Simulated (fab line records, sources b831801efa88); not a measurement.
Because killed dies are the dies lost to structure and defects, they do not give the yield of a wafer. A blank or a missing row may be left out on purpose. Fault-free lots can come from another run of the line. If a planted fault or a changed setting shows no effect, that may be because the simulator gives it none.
Code-filled problem report in 8D (eight disciplines) form | flow sky130 | the parts of the form that need people (team, actions taken, sign-off) are left out

1. THE PROBLEM
At SKY_VT_ADJUST_HVTR_CD_MEAS_07, cdNm averages 288.8 nm over 9 wafers from 3 lots, while fault-free wafers read 379.5 nm, standard deviation 2.1. Relative to the usual mean, that is a shift of -43 standard deviations.
The step: target cd 380 nm.
First seen on wafer L309.1, day 12 04:38, on cdSem-01. The record holds 36 wafers of 12 lots with a number at this step. Rule for "out", or "out of limits": more than 4 standard deviations from the usual mean. Any other wafer with a number is counted as sound.

2. WHAT THIS IS AND IS NOT
question                    | is                     | is not
which readings at this step | cdNm                   | -
which lots                  | L309, L310, L312       | L300, L301, L302, L303, L313, L314, L321, L322, L323
which wafers of those lots  | all that have a number | -
read on which gauges        | cdSem-01, cdSem-02     | -
when                        | from day 12 04:38      | up to then (12 sound wafers); but 15 sound wafers of L313, L314, L321, L322, L323 came after

3. SUSPECTS, AND WHAT RULES EACH OUT
Counting: a tool at a process step up to the reading stays a suspect if it ran every lot that is out and no sound lot after the first of them.
- the gauge at SKY_VT_ADJUST_HVTR_CD_MEAS_07 is ruled out. Those wafers that are out were read across 2 gauges (cdSem-01, cdSem-02).
- lithoTrack-03 at SKY_VT_ADJUST_HVTR_DEVELOP_06 (develop time 60 s): kept. Every lot that is out went through it, starting with L309 (day 12 04:29), and after that it ran no sound lot; the last sound lot it ran before then is L301 (day 9 19:54).
Remaining after the count: lithoTrack-03 at SKY_VT_ADJUST_HVTR_DEVELOP_06.

4. THE CAUSE (what the simulator had put in)
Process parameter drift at SKY_VT_ADJUST_HVTR_DEVELOP_06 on lithoTrack-03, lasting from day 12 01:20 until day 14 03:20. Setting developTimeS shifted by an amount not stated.
Only this tool survived the counting.

5. THE CHAIN OF EFFECTS, in route order
Each row: a reading whose mean over the struck wafers that have a number lies more than 3 standard deviations from the usual. Readings are gone through only where the record gives a usual standard deviation; hours: the median, over the lots, of the time from a lot's start at the first step in this table giving one to that lot's start at this step; sigmas: the change measured in usual standard deviations.
hours | step                          | reading | usual    | on struck wafers | change | sigmas
0     | SKY_VT_ADJUST_HVTR_CD_MEAS_07 | cdNm    | 379.5 nm | 288.8            | -90.7  | -43

6. WHAT WOULD HAVE CAUGHT IT SOONER
Counted from the fault's start at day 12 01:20, it took 3 hours until the first out-of-limits reading at a measuring or inspecting step in this record, taken at day 12 04:38.
L310, L312, from the lots that are out (3), started SKY_VT_ADJUST_HVTR_DEVELOP_06 on lithoTrack-03 later than day 12 04:38. A hold on the tool at that time would have spared those 2.
